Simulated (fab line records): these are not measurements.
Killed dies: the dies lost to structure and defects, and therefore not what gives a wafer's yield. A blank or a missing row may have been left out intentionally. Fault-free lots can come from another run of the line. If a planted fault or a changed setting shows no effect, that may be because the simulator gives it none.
What tool caused it? -- flow sky130 -- 24 lots, 72 wafers sampled, at 6 steps of a route of 708

WHAT THE GAUGES READ, wafer by wafer
SKY_NWELL_OVL_MEAS_10.
lot,measured,on,NWELL_00_OVL (nm)
L074,day 4 16:27,overlay-01,-1.5 -0.8 -1.4
L075,day 4 18:22,overlay-01,2.0 0.7 -0.7
L076,day 5 01:25,overlay-01,3.0 1.6 2.7
L077,day 5 06:20,overlay-02,-0.2 -0.4 -0.7
L078,day 5 13:51,overlay-01,0.1 -1.4 -0.3
L079,day 5 21:04,overlay-01,1.1 -0.2 1.2
L080,day 6 01:01,overlay-02,2.4 0.6 1.6
L081,day 6 07:59,overlay-02,1.1 -0.8 -0.1
L082,day 6 09:58,overlay-01,-0.8 1.2 -1.2
L083,day 6 16:07,overlay-02,-0.7 0.0 0.1
L084,day 6 22:22,overlay-01,-0.3 1.6 0.9
L085,day 7 05:04,overlay-02,-0.7 -0.1 0.3
L086,day 7 08:26,overlay-02,-1.5 -1.3 -0.5
L087,day 7 11:32,overlay-01,0.8 2.3 0.0
L088,day 7 23:55,overlay-01,-2.5 -1.5 -0.4
L089,day 8 05:50,overlay-02,-1.2 -1.0 -2.1
L091,day 9 04:22,overlay-02,-2.4 -1.1 -2.4
L090,day 9 05:13,overlay-01,0.3 0.4 -1.1
L093,day 9 10:46,overlay-02,-1.3 -1.3 -2.3
L092,day 9 11:00,overlay-02,0.0 -2.4 -0.1
L094,day 9 16:06,overlay-01,0.4 0.9 1.7
L095,day 9 20:12,overlay-01,-0.6 -1.0 -1.1
L096,day 9 21:40,overlay-01,1.4 0.6 0.6
L097,day 10 11:31,overlay-02,0.1 2.6 0.3

SKY_LDD_P_TW_MEAS_11.
lot,measured,on,LDD_P_TW
L074,day 19 04:01,film metro-01,636 633 635
L075,day 19 02:10,film metro-04,633 635 638
L076,day 19 17:26,film metro-04,632 638 641
L077,day 20 01:05,film metro-02,632 630 630
L078,day 20 13:37,film metro-04,640 634 633
L079,day 20 22:26,film metro-02,627 627 626
L080,day 21 06:09,film metro-02,632 634 634
L081,day 21 21:01,film metro-01,636 634 635
L082,day 21 17:58,film metro-02,634 634 630
L083,day 22 09:01,film metro-02,628 628 629
L084,day 22 19:42,film metro-04,642 640 639
L085,day 23 03:49,film metro-02,632 628 629
L086,day 24 05:31,film metro-04,637 639 632
L087,day 23 15:16,film metro-02,627 628 630
L088,day 24 07:35,film metro-04,635 638 637
L089,day 24 15:49,film metro-01,634 634 633
L091,day 25 21:16,film metro-04,639 637 636
L090,day 26 04:20,film metro-01,633 638 632
L093,day 26 08:52,film metro-02,631 628 631
L092,day 26 14:50,film metro-04,640 638 637
L094,day 26 12:10,film metro-01,640 634 635
L095,day 26 20:43,film metro-04,637 633 633
L096,day 27 03:53,film metro-04,632 631 636
L097,day 27 15:17,film metro-02,633 636 632

SKY_VIA3_CD_MEAS_12 targets a cd of 200 nm.
lot,measured,on,cd nm (nm)
L074,day 39 19:23,cd sem-01,199.7 198.3 200.1
L075,day 39 19:20,cd sem-02,201.3 200.2 199.3
L076,day 40 02:23,cd sem-01,198.2 198.5 199.1
L077,day 40 10:57,cd sem-02,200.5 199.9 199.8
L078,day 40 22:08,cd sem-02,201.5 200.7 201.4
L079,day 41 01:13,cd sem-01,200.0 199.9 199.2
L080,day 41 09:45,cd sem-02,200.4 199.5 198.5
L081,day 41 21:02,cd sem-01,199.7 201.4 202.5
L082,day 41 18:40,cd sem-01,200.5 200.3 199.8
L083,day 42 07:24,cd sem-02,200.8 199.9 198.6
L084,day 42 15:40,cd sem-01,200.6 201.4 198.9
L085,day 42 23:13,cd sem-02,201.2 200.2 199.6
L086,day 43 15:22,cd sem-02,199.9 200.8 199.7
L087,day 43 04:26,cd sem-01,200.0 202.3 199.9
L088,day 43 19:19,cd sem-02,198.0 197.9 199.2
L089,day 44 01:20,cd sem-01,203.0 202.3 203.3
L091,day 45 01:31,cd sem-01,200.4 203.0 201.7
L090,day 45 02:15,cd sem-01,201.2 200.2 198.9
L093,day 45 05:01,cd sem-01,200.8 199.7 200.3
L092,day 45 10:58,cd sem-01,200.0 199.2 199.9
L094,day 45 09:07,cd sem-01,201.2 201.0 201.8
L095,day 45 13:38,cd sem-01,199.8 200.1 200.6
L096,day 45 23:09,cd sem-01,199.7 200.3 198.5
L097,day 46 04:04,cd sem-01,199.0 197.8 199.0

WHAT TOOL EACH LOT RAN ON (gives the tool, then ch and the chambers of the sampled wafers, and finally the start)
lot,SKY_SONOS_ONO_ETCH_15,SKY_VIA1_CMP_02,SKY_METAL2_DESCUM_17
L074,"rie diel-01 ch 2,3, day 12 19:56","cmp-02 ch 2,3, day 33 00:39","rie metal-02 ch 0,1, day 35 08:37"
L075,"rie diel-04 ch 0,1, day 12 20:09","cmp-01 ch 1,2,3, day 33 00:29","rie metal-03 ch 0,1, day 35 08:09"
L076,"rie diel-04 ch 0,1,2, day 13 06:23","cmp-02 ch 1,3, day 33 10:14","rie metal-02 ch 0,1, day 35 16:48"
L077,"rie diel-01 ch 0,1,3, day 13 11:15","cmp-02 ch 0,3, day 33 18:35","rie metal-03 ch 0,1, day 36 02:02"
L078,"rie diel-01 ch 1,2, day 14 00:46","cmp-02 ch 0,2,3, day 34 05:41","rie metal-02 ch 0,1, day 36 11:57"
L079,"rie diel-04 ch 2,3, day 14 06:52","cmp-01 ch 0,1,3, day 34 09:41","rie metal-02 ch 0,1, day 36 15:04"
L080,"rie diel-04 ch 1,3, day 14 16:44","cmp-02 ch 1,2, day 34 20:32","rie metal-02 ch 0,1, day 37 02:02"
L081,"rie diel-02 ch 0,1, day 15 03:46","cmp-02 ch 1,3, day 35 07:58","rie metal-02 ch 0,1, day 37 12:53"
L082,"rie diel-04 ch 1,3, day 15 04:41","cmp-02 ch 0,1,3, day 35 03:44","rie metal-03 ch 0,1, day 37 09:46"
L083,"rie diel-02 ch 1,2,3, day 15 12:19","cmp-01 ch 1,2,3, day 35 18:26","rie metal-04 ch 0,1, day 38 00:06"
L084,"rie diel-02 ch 0,1,3, day 15 23:55","cmp-01 ch 0,1,3, day 36 03:19","rie metal-03 ch 0,1, day 38 08:07"
L085,"rie diel-04 ch 1,3, day 16 08:15","cmp-02 ch 1,2, day 36 10:51","rie metal-04 ch 0, day 38 16:25"
L086,"rie diel-04 ch 1,2,3, day 17 07:09","cmp-02 ch 1,2,3, day 37 06:28","rie metal-03 ch 0,1, day 39 11:30"
L087,"rie diel-02 ch 2,3, day 16 18:35","cmp-01 ch 1,2,3, day 36 18:13","rie metal-02 ch 0,1, day 38 22:46"
L088,"rie diel-04 ch 1,3, day 17 13:03","cmp-01 ch 1,2,3, day 37 09:33","rie metal-04 ch 0,1, day 39 14:28"
L089,"rie diel-01 ch 1,2,3, day 17 18:43","cmp-01 ch 0,2,3, day 37 16:41","rie metal-02 ch 0,1, day 39 21:32"
L091,"rie diel-02 ch 0,2,3, day 19 02:34","cmp-01 ch 1,2,3, day 38 19:12","rie metal-03 ch 0,1, day 40 23:04"
L090,"rie diel-04 ch 2,3, day 19 07:43","cmp-02 ch 1,2,3, day 38 22:07","rie metal-02 ch 0,1, day 41 01:42"
L093,"rie diel-01 ch 2,3, day 19 11:33","cmp-01 ch 1,2,3, day 39 01:47","rie metal-03 ch 0,1, day 41 05:17"
L092,"rie diel-04 ch 2,3, day 19 20:25","cmp-02 ch 2,3, day 39 09:00","rie metal-04 ch 0,1, day 41 11:57"
L094,"rie diel-01 ch 0,2,3, day 19 18:56","cmp-02 ch 0,1,2, day 39 06:14","rie metal-02 ch 0,1, day 41 09:22"
L095,"rie diel-04 ch 1,2, day 20 02:38","cmp-01 ch 0,2, day 39 13:34","rie metal-03 ch 0,1, day 41 15:37"
L096,"rie diel-01 ch 1,2, day 20 07:17","cmp-02 ch 1,2, day 39 20:08","rie metal-02 ch 0,1, day 41 23:21"
L097,"rie diel-01 ch 1,2, day 20 23:02","cmp-01 ch 0,2,3, day 40 04:50","rie metal-04 ch 0,1, day 42 07:25"
- SKY_SONOS_ONO_ETCH_15: etches the open film in CHF3/O2, target depth 19.52 nm, time 7.8 s.
- SKY_VIA1_CMP_02: polishes SiO2.
- SKY_METAL2_DESCUM_17: chemistry O2, time 8 s.

WHAT THE TOOLS THEMSELVES READ (means of the sampled wafers that have a number; where no wafer has one, the mark that the record gives instead)
SKY_SONOS_ONO_ETCH_15.
lot,tool,drypump motor current A (A),oes product au (a.u.),throttle valve pct (%)
L074,rie diel-01,5.9,1.007,8.826
L075,rie diel-04,5.3,0.987,8.823
L076,rie diel-04,5.5,1.004,8.823
L077,rie diel-01,6.0,1.001,8.817
L078,rie diel-01,6.4,0.985,8.820
L079,rie diel-04,5.3,1.000,8.829
L080,rie diel-04,5.4,1.007,8.821
L081,rie diel-02,5.9,1.021,8.829
L082,rie diel-04,5.4,1.008,8.822
L083,rie diel-02,5.7,1.017,8.826
L084,rie diel-02,5.6,1.020,8.826
L085,rie diel-04,5.4,1.001,8.821
L086,rie diel-04,5.5,1.001,8.822
L087,rie diel-02,5.6,0.996,8.825
L088,rie diel-04,5.4,1.015,8.827
L089,rie diel-01,6.2,0.995,8.828
L091,rie diel-02,5.6,0.997,8.829
L090,rie diel-04,5.3,1.001,8.829
L093,rie diel-01,5.9,0.998,8.821
L092,rie diel-04,5.3,1.010,8.815
L094,rie diel-01,6.0,1.002,8.833
L095,rie diel-04,5.7,1.007,8.834
L096,rie diel-01,6.5,0.989,8.825
L097,rie diel-01,6.5,0.986,8.827

SKY_VIA1_CMP_02.
lot,tool,edge zone pressure frac,motor current A (A)
L074,cmp-02,1.001,11.7
L075,cmp-01,0.996,12.1
L076,cmp-02,0.999,11.3
L077,cmp-02,1.001,11.1
L078,cmp-02,0.998,11.6
L079,cmp-01,0.995,13.4
L080,cmp-02,1.001,11.7
L081,cmp-02,0.998,11.5
L082,cmp-02,1.002,11.0
L083,cmp-01,1.000,12.4
L084,cmp-01,1.000,13.3
L085,cmp-02,0.999,11.8
L086,cmp-02,1.002,11.5
L087,cmp-01,0.998,12.9
L088,cmp-01,1.001,12.7
L089,cmp-01,0.998,12.8
L091,cmp-01,1.001,12.7
L090,cmp-02,0.997,11.5
L093,cmp-01,0.998,12.7
L092,cmp-02,1.003,12.0
L094,cmp-02,1.001,11.0
L095,cmp-01,1.002,11.2
L096,cmp-02,1.002,11.1
L097,cmp-01,0.998,12.8

SKY_METAL2_DESCUM_17.
lot,tool,drypump motor current A (A),oes product au (a.u.)
L074,rie metal-02,6.1,1.007
L075,rie metal-03,5.5,0.999
L076,rie metal-02,6.1,1.000
L077,rie metal-03,5.8,1.009
L078,rie metal-02,5.9,1.009
L079,rie metal-02,6.1,0.998
L080,rie metal-02,5.9,1.017
L081,rie metal-02,6.1,1.009
L082,rie metal-03,5.5,0.998
L083,rie metal-04,5.5,0.996
L084,rie metal-03,5.8,1.009
L085,rie metal-04,5.7,1.003
L086,rie metal-03,5.8,1.022
L087,rie metal-02,6.0,1.003
L088,rie metal-04,5.4,0.989
L089,rie metal-02,6.1,0.997
L091,rie metal-03,5.5,0.993
L090,rie metal-02,5.9,1.011
L093,rie metal-03,5.8,1.017
L092,rie metal-04,5.5,0.993
L094,rie metal-02,5.9,1.012
L095,rie metal-03,5.8,1.018
L096,rie metal-02,5.9,1.011
L097,rie metal-04,5.5,1.004

THE ANSWER, worked out from the rows above alone
Rule: what is usual is taken from the lots themselves. Put in order of their means at a reading, lots are off if they are a third of the lots or fewer, leave a main group of 4 or more, and stand apart from it by a gap of 3 or more times the standard deviation of the main group's means; of several such gaps the widest counts. A main group whose means are all the same, to the digits that the tables above print for the reading, isn't used. A lot without any number at a reading at which 4 lots or more have one is off too. The other lots that the step has rows for count as sound. The gauges are gone through in route order, then the tools' own readings, and for those a lot's mean is taken as printed above. At the first step where some lot is off, the reading lying furthest off is the one used; lots without a number count as furthest.
Across all readings shown, no lot is off: no conclusion can be drawn from this.

WHAT THE SIMULATOR HAD INSERTED
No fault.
